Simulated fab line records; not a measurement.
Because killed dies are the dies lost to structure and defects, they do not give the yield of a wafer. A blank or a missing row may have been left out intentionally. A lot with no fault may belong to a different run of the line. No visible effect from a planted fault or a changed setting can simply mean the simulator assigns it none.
fab line records :: flow sky130 :: part 2 of 2: steps 24 to 33 of 33
record:
  lots: 5
  wafers: 15
  lastDay: 49
route steps=708 shown LI_CONTACT@382 LOCAL_INTERCONNECT@387 CONTACT@406
lots that met no fault: taken from a fault-free run of the same line
startH: hours from the record's first day to the start of the lot's first wafer shown :: waitH: time in hours since the lot's previous step :: " unchanged from the row above :: L1.1+2: several wafers, shown together as one row :: - no value present, or no start provided :: * or withheld: withheld :: < > ~ a bound
route shown NAME@n: NAME is a module with steps in the file, n the number in the route of the first one :: usual: mean and standard deviation over wafers with no fault :: same: alike in all rows :: chamber/n: place in a boat :: sites: per-site readings :: _std_site: the values' standard deviation :: _edge_site: inner sites' mean taken away from outer sites' mean :: radiusMm: for every site, how far away it sits from the centre of the wafer :: mask NAME#n: copy n :: behind: tool/chamber where the wafer was last shaped :: hold: why the lot went on hold/how many hours it stayed there/how the hold came to an end :: device: whichever transistor did not switch (one of n, p or np) :: end of line: tests of these same wafers at the route's end :: step lacking rows: just its recipe :: killed: dies lost to structure and defects at the first sort, not the wafer's yield :: map: a wafer's dies, marking killed ones x, the rest . and places with no die _
set.NAME: the setting as run; set.NAME@STEP: as run at that earlier step :: model.NAME: the simulator's own value behind a step, which no gauge read
certain route steps with their lots: each step a table, each wafer a row
services: from which hour (startH, from the record's first day; less than 0 if before it) a tool's chamber was out of use, for how many hours, and why
== steps ==
step: SKY_LOCAL_INTERCONNECT_CLEAN_18
recipe:
  chemistry: O3/DIW
  dry: n2Spin
lot.wafer: L075.3+4+5
tool: wetBench-02
chamber: 1
startH: 726.80
waitH: 0.0

lot.wafer: L083.1+5+6
tool: wetBench-03
chamber: 1
startH: 793.03
waitH: 0.0

lot.wafer: L088.2+3+6
tool: wetBench-03
chamber: 3
startH: 819.88
waitH: 0.0

lot.wafer: L091.1+4+5
tool: wetBench-02
chamber: 3
startH: 845.98
waitH: 0.0

lot.wafer: L094.2+4+6
tool: wetBench-02
chamber: 3
startH: 856.88
waitH: 0.0
step: SKY_CONTACT_CVD_00
recipe:
  material: Si3N4
  targetThkNm: 75
  tempC: 400
  timeS: withheld
  rfW: 450
usual:
  heaterPowerW: 633/90
  susceptorTempC: 400.01/0.2
lot.wafer: L075.3
tool: pecvd-03
chamber: 0
startH: 726.91
waitH: 0.0
heaterPowerW: 597
susceptorTempC: 400.28

lot.wafer: L075.4
tool: pecvd-03
chamber: 0
startH: 726.91
waitH: 0.0
heaterPowerW: 597
susceptorTempC: 400.29

lot.wafer: L075.5
tool: pecvd-03
chamber: 2
startH: 726.91
waitH: 0.0
heaterPowerW: 535
susceptorTempC: 400.26

lot.wafer: L083.1
tool: pecvd-01
chamber: 2
startH: 793.12
waitH: 0.0
heaterPowerW: 603
susceptorTempC: 400.16

lot.wafer: L083.5
tool: pecvd-01
chamber: 0
startH: 793.12
waitH: 0.0
heaterPowerW: 803
susceptorTempC: 400.02

lot.wafer: L083.6
tool: pecvd-01
chamber: 1
startH: 793.12
waitH: 0.0
heaterPowerW: 689
susceptorTempC: 399.95

lot.wafer: L088.2
tool: pecvd-01
chamber: 2
startH: 819.98
waitH: 0.0
heaterPowerW: 568
susceptorTempC: 399.95

lot.wafer: L088.3
tool: pecvd-01
chamber: 2
startH: 819.98
waitH: 0.0
heaterPowerW: 550
susceptorTempC: 400.03

lot.wafer: L088.6
tool: pecvd-01
chamber: 0
startH: 819.98
waitH: 0.0
heaterPowerW: 750
susceptorTempC: 399.79

lot.wafer: L091.1
tool: pecvd-04
chamber: 1
startH: 846.07
waitH: 0.0
heaterPowerW: 613
susceptorTempC: 400.11

lot.wafer: L091.4
tool: pecvd-04
chamber: 1
startH: 846.07
waitH: 0.0
heaterPowerW: 600
susceptorTempC: 400.30

lot.wafer: L091.5
tool: pecvd-04
chamber: 0
startH: 846.07
waitH: 0.0
heaterPowerW: 658
susceptorTempC: 400.02

lot.wafer: L094.2
tool: pecvd-03
chamber: 0
startH: 856.98
waitH: 0.0
heaterPowerW: 628
susceptorTempC: 400.17

lot.wafer: L094.4
tool: pecvd-03
chamber: 2
startH: 856.98
waitH: 0.0
heaterPowerW: 539
susceptorTempC: 400.03

lot.wafer: L094.6
tool: pecvd-03
chamber: 0
startH: 856.98
waitH: 0.0
heaterPowerW: 640
susceptorTempC: 400.21
step: SKY_CONTACT_THK_MEAS_01
recipe:
  reads: Si3N4_of_CONTACT_CVD_00
usual:
  CONTACT_CVD_00_THK: 75.5/1.2
lot.wafer: L075.3
tool: filmMetro-03
chamber: -
startH: 726.96
waitH: -
CONTACT_CVD_00_THK[nm]: 77.3

lot.wafer: L075.4
tool: filmMetro-03
chamber: -
startH: 726.96
waitH: -
CONTACT_CVD_00_THK[nm]: 78.7

lot.wafer: L075.5
tool: filmMetro-03
chamber: -
startH: 726.96
waitH: -
CONTACT_CVD_00_THK[nm]: 77.6

lot.wafer: L083.1
tool: filmMetro-01
chamber: -
startH: 793.15
waitH: -
CONTACT_CVD_00_THK[nm]: 74.3

lot.wafer: L083.5
tool: filmMetro-01
chamber: -
startH: 793.15
waitH: -
CONTACT_CVD_00_THK[nm]: 73.6

lot.wafer: L083.6
tool: filmMetro-01
chamber: -
startH: 793.15
waitH: -
CONTACT_CVD_00_THK[nm]: 73.9

lot.wafer: L088.2
tool: filmMetro-01
chamber: -
startH: 820.04
waitH: -
CONTACT_CVD_00_THK[nm]: 73.9

lot.wafer: L088.3
tool: filmMetro-01
chamber: -
startH: 820.04
waitH: -
CONTACT_CVD_00_THK[nm]: 75.7

lot.wafer: L088.6
tool: filmMetro-01
chamber: -
startH: 820.04
waitH: -
CONTACT_CVD_00_THK[nm]: 76.2

lot.wafer: L091.1
tool: filmMetro-01
chamber: -
startH: 846.10
waitH: -
CONTACT_CVD_00_THK[nm]: 74.0

lot.wafer: L091.4
tool: filmMetro-01
chamber: -
startH: 846.10
waitH: -
CONTACT_CVD_00_THK[nm]: 75.0

lot.wafer: L091.5
tool: filmMetro-01
chamber: -
startH: 846.10
waitH: -
CONTACT_CVD_00_THK[nm]: 75.3

lot.wafer: L094.2
tool: filmMetro-03
chamber: -
startH: 857.02
waitH: -
CONTACT_CVD_00_THK[nm]: 75.8

lot.wafer: L094.4
tool: filmMetro-03
chamber: -
startH: 857.02
waitH: -
CONTACT_CVD_00_THK[nm]: 77.6

lot.wafer: L094.6
tool: filmMetro-03
chamber: -
startH: 857.02
waitH: -
CONTACT_CVD_00_THK[nm]: 77.3
step: SKY_CONTACT_HDPCVD_02
recipe:
  material: SiO2
  targetThkNm: 565
  sigmaOpenFrac: 0.3
  timeS: 94.2
  tempC: 600
  sih4FlowSccm: 60
  pressureMtorr: 6
usual:
  pressureMtorr: 5.998/0.012
  susceptorTempC: 600.05/0.28
lot.wafer: L075.3
tool: hdpcvd-01
chamber: 2
startH: 727.00
waitH: 0.0
pressureMtorr: 6.000
susceptorTempC: 600.26

lot.wafer: L075.4
tool: hdpcvd-01
chamber: 1
startH: 727.00
waitH: 0.0
pressureMtorr: 6.002
susceptorTempC: 600.10

lot.wafer: L075.5
tool: hdpcvd-01
chamber: 0
startH: 727.00
waitH: 0.0
pressureMtorr: 5.993
susceptorTempC: 599.95

lot.wafer: L083.1
tool: hdpcvd-01
chamber: 2
startH: 793.21
waitH: 0.1
pressureMtorr: 6.027
susceptorTempC: 600.10

lot.wafer: L083.5
tool: hdpcvd-01
chamber: 0
startH: 793.21
waitH: 0.1
pressureMtorr: 5.997
susceptorTempC: 600.20

lot.wafer: L083.6
tool: hdpcvd-01
chamber: 2
startH: 793.21
waitH: 0.1
pressureMtorr: 5.996
susceptorTempC: 599.98

lot.wafer: L088.2
tool: hdpcvd-02
chamber: 0
startH: 820.09
waitH: 0.0
pressureMtorr: 5.996
susceptorTempC: 600.00

lot.wafer: L088.3
tool: hdpcvd-02
chamber: 1
startH: 820.09
waitH: 0.0
pressureMtorr: 6.003
susceptorTempC: 599.93

lot.wafer: L088.6
tool: hdpcvd-02
chamber: 2
startH: 820.09
waitH: 0.0
pressureMtorr: 5.975
susceptorTempC: 600.22

lot.wafer: L091.1
tool: hdpcvd-02
chamber: 1
startH: 846.16
waitH: 0.1
pressureMtorr: 5.988
susceptorTempC: 599.99

lot.wafer: L091.4
tool: hdpcvd-02
chamber: 2
startH: 846.16
waitH: 0.1
pressureMtorr: 5.984
susceptorTempC: 599.79

lot.wafer: L091.5
tool: hdpcvd-02
chamber: 0
startH: 846.16
waitH: 0.1
pressureMtorr: 5.981
susceptorTempC: 600.34

lot.wafer: L094.2
tool: hdpcvd-02
chamber: 0
startH: 857.07
waitH: 0.0
pressureMtorr: 5.996
susceptorTempC: 600.07

lot.wafer: L094.4
tool: hdpcvd-02
chamber: 0
startH: 857.07
waitH: 0.0
pressureMtorr: 6.009
susceptorTempC: 600.07

lot.wafer: L094.6
tool: hdpcvd-02
chamber: 1
startH: 857.07
waitH: 0.0
pressureMtorr: 5.993
susceptorTempC: 599.85
step: SKY_CONTACT_THK_MEAS_03
recipe:
  reads: SiO2_of_CONTACT_HDPCVD_02
usual:
  CONTACT_HDPCVD_THK: 565/6.6
lot.wafer: L075.3
tool: filmMetro-02
chamber: -
startH: 727.09
waitH: 0.1
CONTACT_HDPCVD_THK[nm]: 568

lot.wafer: L075.4
tool: filmMetro-02
chamber: -
startH: 727.09
waitH: 0.1
CONTACT_HDPCVD_THK[nm]: 565

lot.wafer: L075.5
tool: filmMetro-02
chamber: -
startH: 727.09
waitH: 0.1
CONTACT_HDPCVD_THK[nm]: 566

lot.wafer: L083.1
tool: filmMetro-02
chamber: -
startH: 793.28
waitH: 0.0
CONTACT_HDPCVD_THK[nm]: 575

lot.wafer: L083.5
tool: filmMetro-02
chamber: -
startH: 793.28
waitH: 0.0
CONTACT_HDPCVD_THK[nm]: 575

lot.wafer: L083.6
tool: filmMetro-02
chamber: -
startH: 793.28
waitH: 0.0
CONTACT_HDPCVD_THK[nm]: 567

lot.wafer: L088.2
tool: filmMetro-02
chamber: -
startH: 820.17
waitH: 0.0
CONTACT_HDPCVD_THK[nm]: 562

lot.wafer: L088.3
tool: filmMetro-02
chamber: -
startH: 820.17
waitH: 0.0
CONTACT_HDPCVD_THK[nm]: 564

lot.wafer: L088.6
tool: filmMetro-02
chamber: -
startH: 820.17
waitH: 0.0
CONTACT_HDPCVD_THK[nm]: 566

lot.wafer: L091.1
tool: filmMetro-01
chamber: -
startH: 846.23
waitH: 0.0
CONTACT_HDPCVD_THK[nm]: 562

lot.wafer: L091.4
tool: filmMetro-01
chamber: -
startH: 846.23
waitH: 0.0
CONTACT_HDPCVD_THK[nm]: 565

lot.wafer: L091.5
tool: filmMetro-01
chamber: -
startH: 846.23
waitH: 0.0
CONTACT_HDPCVD_THK[nm]: 565

lot.wafer: L094.2
tool: filmMetro-02
chamber: -
startH: 857.15
waitH: 0.0
CONTACT_HDPCVD_THK[nm]: 559

lot.wafer: L094.4
tool: filmMetro-02
chamber: -
startH: 857.15
waitH: 0.0
CONTACT_HDPCVD_THK[nm]: 562

lot.wafer: L094.6
tool: filmMetro-02
chamber: -
startH: 857.15
waitH: 0.0
CONTACT_HDPCVD_THK[nm]: 562
step: SKY_CONTACT_CMP_04
recipe:
  material: SiO2
  downForcePsi: 4
  platenRpm: 60
  padVelocityMS: 0.94248
usual:
  edgeZonePressureFrac: 1.000/0.0042
  motorCurrentA: 11.9/0.98
  timeToEndpointS: 80/6.1
lot.wafer: L075.3
tool: cmp-01
chamber: 2
startH: 727.31
waitH: 0.2
edgeZonePressureFrac: 1.001
motorCurrentA: 11.3
timeToEndpointS: 87

lot.wafer: L075.4
tool: cmp-01
chamber: 3
startH: 727.31
waitH: 0.2
edgeZonePressureFrac: 0.995
motorCurrentA: 13.4
timeToEndpointS: 84

lot.wafer: L075.5
tool: cmp-01
chamber: 3
startH: 727.31
waitH: 0.2
edgeZonePressureFrac: 0.992
motorCurrentA: 12.7
timeToEndpointS: 88

lot.wafer: L083.1
tool: cmp-02
chamber: 2
startH: 793.39
waitH: 0.1
edgeZonePressureFrac: 0.995
motorCurrentA: 12.0
timeToEndpointS: 79

lot.wafer: L083.5
tool: cmp-02
chamber: 1
startH: 793.39
waitH: 0.1
edgeZonePressureFrac: 1.003
motorCurrentA: 12.1
timeToEndpointS: 86

lot.wafer: L083.6
tool: cmp-02
chamber: 2
startH: 793.39
waitH: 0.1
edgeZonePressureFrac: 1.000
motorCurrentA: 13.0
timeToEndpointS: 74

lot.wafer: L088.2
tool: cmp-02
chamber: 2
startH: 820.27
waitH: 0.1
edgeZonePressureFrac: 1.000
motorCurrentA: 11.9
timeToEndpointS: 77

lot.wafer: L088.3
tool: cmp-02
chamber: 3
startH: 820.27
waitH: 0.1
edgeZonePressureFrac: 1.001
motorCurrentA: 12.8
timeToEndpointS: 75

lot.wafer: L088.6
tool: cmp-02
chamber: 2
startH: 820.27
waitH: 0.1
edgeZonePressureFrac: 0.998
motorCurrentA: 11.8
timeToEndpointS: 75

lot.wafer: L091.1
tool: cmp-01
chamber: 0
startH: 846.29
waitH: 0.1
edgeZonePressureFrac: 0.997
motorCurrentA: 11.2
timeToEndpointS: 78

lot.wafer: L091.4
tool: cmp-01
chamber: 1
startH: 846.29
waitH: 0.1
edgeZonePressureFrac: 0.998
motorCurrentA: 13.5
timeToEndpointS: 71

lot.wafer: L091.5
tool: cmp-01
chamber: 0
startH: 846.29
waitH: 0.1
edgeZonePressureFrac: 1.000
motorCurrentA: 11.1
timeToEndpointS: 82

lot.wafer: L094.4
tool: cmp-01
chamber: 0
startH: 857.25
waitH: 0.1
edgeZonePressureFrac: 0.997
motorCurrentA: 11.1
timeToEndpointS: 81

lot.wafer: L094.2
tool: cmp-01
chamber: 1
startH: 857.25
waitH: 0.1
edgeZonePressureFrac: 1.013
motorCurrentA: 13.0
timeToEndpointS: 69

lot.wafer: L094.6
tool: cmp-01
chamber: 3
startH: 857.25
waitH: 0.1
edgeZonePressureFrac: 0.999
motorCurrentA: 14.0
timeToEndpointS: 81
step: SKY_CONTACT_BOW_MEAS_05
recipe:
  mode: bow
usual:
  CONTACT_BOW: 82/8
lot.wafer: L075.3
tool: filmMetro-03
chamber: -
startH: 727.65
waitH: 0.3
CONTACT_BOW[um]: 75

lot.wafer: L075.4
tool: filmMetro-03
chamber: -
startH: 727.65
waitH: 0.3
CONTACT_BOW[um]: 87

lot.wafer: L075.5
tool: filmMetro-03
chamber: -
startH: 727.65
waitH: 0.3
CONTACT_BOW[um]: 93

lot.wafer: L083.1
tool: filmMetro-01
chamber: -
startH: 793.64
waitH: 0.2
CONTACT_BOW[um]: 75

lot.wafer: L083.5
tool: filmMetro-01
chamber: -
startH: 793.64
waitH: 0.2
CONTACT_BOW[um]: 77

lot.wafer: L083.6
tool: filmMetro-01
chamber: -
startH: 793.64
waitH: 0.2
CONTACT_BOW[um]: 72

lot.wafer: L088.2
tool: filmMetro-03
chamber: -
startH: 820.54
waitH: 0.2
CONTACT_BOW[um]: 79

lot.wafer: L088.3
tool: filmMetro-03
chamber: -
startH: 820.54
waitH: 0.2
CONTACT_BOW[um]: 76

lot.wafer: L088.6
tool: filmMetro-03
chamber: -
startH: 820.54
waitH: 0.2
CONTACT_BOW[um]: 91

lot.wafer: L091.1
tool: filmMetro-03
chamber: -
startH: 846.59
waitH: 0.2
CONTACT_BOW[um]: 79

lot.wafer: L091.4
tool: filmMetro-03
chamber: -
startH: 846.59
waitH: 0.2
CONTACT_BOW[um]: 79

lot.wafer: L091.5
tool: filmMetro-03
chamber: -
startH: 846.59
waitH: 0.2
CONTACT_BOW[um]: 74

lot.wafer: L094.2
tool: filmMetro-01
chamber: -
startH: 857.52
waitH: 0.2
CONTACT_BOW[um]: 95

lot.wafer: L094.4
tool: filmMetro-01
chamber: -
startH: 857.52
waitH: 0.2
CONTACT_BOW[um]: 80

lot.wafer: L094.6
tool: filmMetro-01
chamber: -
startH: 857.52
waitH: 0.2
CONTACT_BOW[um]: 81
step: SKY_CONTACT_DEHYDRATE_06
recipe:
  tempC: 200
  timeS: 60
usual:
  chillPlateTempC: 22.96/0.12
lot.wafer: L075.3
tool: lithoTrack-02
chamber: 0
startH: 740.37
waitH: 12.7
chillPlateTempC: 23.07

lot.wafer: L075.4
tool: lithoTrack-02
chamber: 0
startH: 740.37
waitH: 12.7
chillPlateTempC: 23.07

lot.wafer: L075.5
tool: lithoTrack-02
chamber: 0
startH: 740.37
waitH: 12.7
chillPlateTempC: 22.92

lot.wafer: L083.1
tool: lithoTrack-03
chamber: 0
startH: 806.56
waitH: 12.9
chillPlateTempC: 22.72

lot.wafer: L083.5
tool: lithoTrack-03
chamber: 0
startH: 806.56
waitH: 12.9
chillPlateTempC: 22.75

lot.wafer: L083.6
tool: lithoTrack-03
chamber: 0
startH: 806.56
waitH: 12.9
chillPlateTempC: 22.69

lot.wafer: L088.2
tool: lithoTrack-01
chamber: 0
startH: 832.75
waitH: 12.2
chillPlateTempC: 22.86

lot.wafer: L088.3
tool: lithoTrack-01
chamber: 0
startH: 832.75
waitH: 12.2
chillPlateTempC: 23.04

lot.wafer: L088.6
tool: lithoTrack-01
chamber: 0
startH: 832.75
waitH: 12.2
chillPlateTempC: 22.98

lot.wafer: L091.1
tool: lithoTrack-01
chamber: 0
startH: 858.88
waitH: 12.3
chillPlateTempC: 23.06

lot.wafer: L091.4
tool: lithoTrack-01
chamber: 0
startH: 858.88
waitH: 12.3
chillPlateTempC: 22.93

lot.wafer: L091.5
tool: lithoTrack-01
chamber: 0
startH: 858.88
waitH: 12.3
chillPlateTempC: 23.04

lot.wafer: L094.2
tool: lithoTrack-03
chamber: 0
startH: 869.73
waitH: 12.2
chillPlateTempC: 22.93

lot.wafer: L094.4
tool: lithoTrack-03
chamber: 0
startH: 869.73
waitH: 12.2
chillPlateTempC: 22.95

lot.wafer: L094.6
tool: lithoTrack-03
chamber: 0
startH: 869.73
waitH: 12.2
chillPlateTempC: 22.87
step: SKY_CONTACT_HMDS_07
recipe:
  primeTimeS: 60
  primeTempC: 120
usual:
  chillPlateTempC: 23.02/0.099
lot.wafer: L075.3
tool: lithoTrack-02
chamber: 0
startH: 740.52
waitH: 0.1
chillPlateTempC: 22.89

lot.wafer: L075.4
tool: lithoTrack-02
chamber: 0
startH: 740.52
waitH: 0.1
chillPlateTempC: 22.75

lot.wafer: L075.5
tool: lithoTrack-02
chamber: 0
startH: 740.52
waitH: 0.1
chillPlateTempC: 22.84

lot.wafer: L083.1
tool: lithoTrack-03
chamber: 0
startH: 806.71
waitH: 0.1
chillPlateTempC: 23.12

lot.wafer: L083.5
tool: lithoTrack-03
chamber: 0
startH: 806.71
waitH: 0.1
chillPlateTempC: 23.03

lot.wafer: L083.6
tool: lithoTrack-03
chamber: 0
startH: 806.71
waitH: 0.1
chillPlateTempC: 23.00

lot.wafer: L088.2
tool: lithoTrack-01
chamber: 0
startH: 832.90
waitH: 0.1
chillPlateTempC: 23.17

lot.wafer: L088.3
tool: lithoTrack-01
chamber: 0
startH: 832.90
waitH: 0.1
chillPlateTempC: 23.02

lot.wafer: L088.6
tool: lithoTrack-01
chamber: 0
startH: 832.90
waitH: 0.1
chillPlateTempC: 22.92

lot.wafer: L091.1
tool: lithoTrack-01
chamber: 0
startH: 859.03
waitH: 0.1
chillPlateTempC: 23.12

lot.wafer: L091.4
tool: lithoTrack-01
chamber: 0
startH: 859.03
waitH: 0.1
chillPlateTempC: 22.88

lot.wafer: L091.5
tool: lithoTrack-01
chamber: 0
startH: 859.03
waitH: 0.1
chillPlateTempC: 22.83

lot.wafer: L094.2
tool: lithoTrack-03
chamber: 0
startH: 869.88
waitH: 0.1
chillPlateTempC: 23.01

lot.wafer: L094.4
tool: lithoTrack-03
chamber: 0
startH: 869.88
waitH: 0.1
chillPlateTempC: 23.10

lot.wafer: L094.6
tool: lithoTrack-03
chamber: 0
startH: 869.88
waitH: 0.1
chillPlateTempC: 23.03
step: SKY_CONTACT_COAT_08
recipe:
  resist: BARC
  tempC: withheld
  timeS: withheld
  spinRpm: 3000
  resistThkNm: 60
usual:
  chillPlateTempC: *
lot.wafer: L075.3
tool: lithoTrack-02
chamber: 0
startH: 740.67
waitH: 0.1
chillPlateTempC: *

lot.wafer: L075.4
tool: lithoTrack-02
chamber: 0
startH: 740.67
waitH: 0.1
chillPlateTempC: *

lot.wafer: L075.5
tool: lithoTrack-02
chamber: 0
startH: 740.67
waitH: 0.1
chillPlateTempC: *

lot.wafer: L083.1
tool: lithoTrack-03
chamber: 0
startH: 806.86
waitH: 0.1
chillPlateTempC: *

lot.wafer: L083.5
tool: lithoTrack-03
chamber: 0
startH: 806.86
waitH: 0.1
chillPlateTempC: *

lot.wafer: L083.6
tool: lithoTrack-03
chamber: 0
startH: 806.86
waitH: 0.1
chillPlateTempC: *

lot.wafer: L088.2
tool: lithoTrack-01
chamber: 0
startH: 833.05
waitH: 0.1
chillPlateTempC: *

lot.wafer: L088.3
tool: lithoTrack-01
chamber: 0
startH: 833.05
waitH: 0.1
chillPlateTempC: *

lot.wafer: L088.6
tool: lithoTrack-01
chamber: 0
startH: 833.05
waitH: 0.1
chillPlateTempC: *

lot.wafer: L091.1
tool: lithoTrack-01
chamber: 0
startH: 859.18
waitH: 0.1
chillPlateTempC: *

lot.wafer: L091.4
tool: lithoTrack-01
chamber: 0
startH: 859.18
waitH: 0.1
chillPlateTempC: *

lot.wafer: L091.5
tool: lithoTrack-01
chamber: 0
startH: 859.18
waitH: 0.1
chillPlateTempC: *

lot.wafer: L094.2
tool: lithoTrack-03
chamber: 0
startH: 870.03
waitH: 0.1
chillPlateTempC: *

lot.wafer: L094.4
tool: lithoTrack-03
chamber: 0
startH: 870.03
waitH: 0.1
chillPlateTempC: *

lot.wafer: L094.6
tool: lithoTrack-03
chamber: 0
startH: 870.03
waitH: 0.1
chillPlateTempC: *
== services ==
tool: cmp-02
chamber: -
startH: 674.67
hours: 2.6
kind: repair

tool: cmp-02
chamber: -
startH: 677.73
hours: 74.2
kind: repair

tool: cmp-01
chamber: -
startH: 678.71
hours: 1.3
kind: repair

tool: rieMetal-02
chamber: -
startH: 681.18
hours: 0.3
kind: repair

tool: rieMetal-03
chamber: 0
startH: 705.28
hours: 21.9
kind: repair

tool: pvdSputter-02
chamber: -
startH: 706.57
hours: 4.5
kind: repair

tool: cmp-02
chamber: -
startH: 712.73
hours: 1.7
kind: repair

tool: wetBench-02
chamber: -
startH: 714.66
hours: 1.9
kind: pm

tool: rieMetal-03
chamber: 1
startH: 723.51
hours: 7.7
kind: repair

tool: krfScanner-02
chamber: -
startH: 730.05
hours: 1.3
kind: pm

tool: rieMetal-02
chamber: -
startH: 736.54
hours: 2.0
kind: repair

tool: cmp-01
chamber: -
startH: 744.99
hours: 4.0
kind: pm

tool: cvdW-02
chamber: 0
startH: 749.05
hours: 15.7
kind: repair

tool: plasmaAsher-01
chamber: -
startH: 752.02
hours: 2.7
kind: repair

tool: cmp-01
chamber: -
startH: 762.83
hours: 2.1
kind: repair

tool: hdpcvd-02
chamber: -
startH: 770.83
hours: 6.0
kind: pm

tool: krfScanner-02
chamber: -
startH: 816.56
hours: 0.4
kind: repair

tool: cmp-01
chamber: -
startH: 819.02
hours: 3.5
kind: pm

tool: krfScanner-02
chamber: -
startH: 819.99
hours: 4.0
kind: pm

tool: rieMetal-03
chamber: -
startH: 824.85
hours: 1.8
kind: repair

tool: wetBench-03
chamber: -
startH: 830.47
hours: 1.9
kind: pm

tool: krfScanner-02
chamber: -
startH: 831.36
hours: 0.6
kind: repair

tool: rieMetal-02
chamber: -
startH: 833.35
hours: 2.8
kind: pm

tool: rieMetal-02
chamber: -
startH: 842.60
hours: 10.0
kind: pm
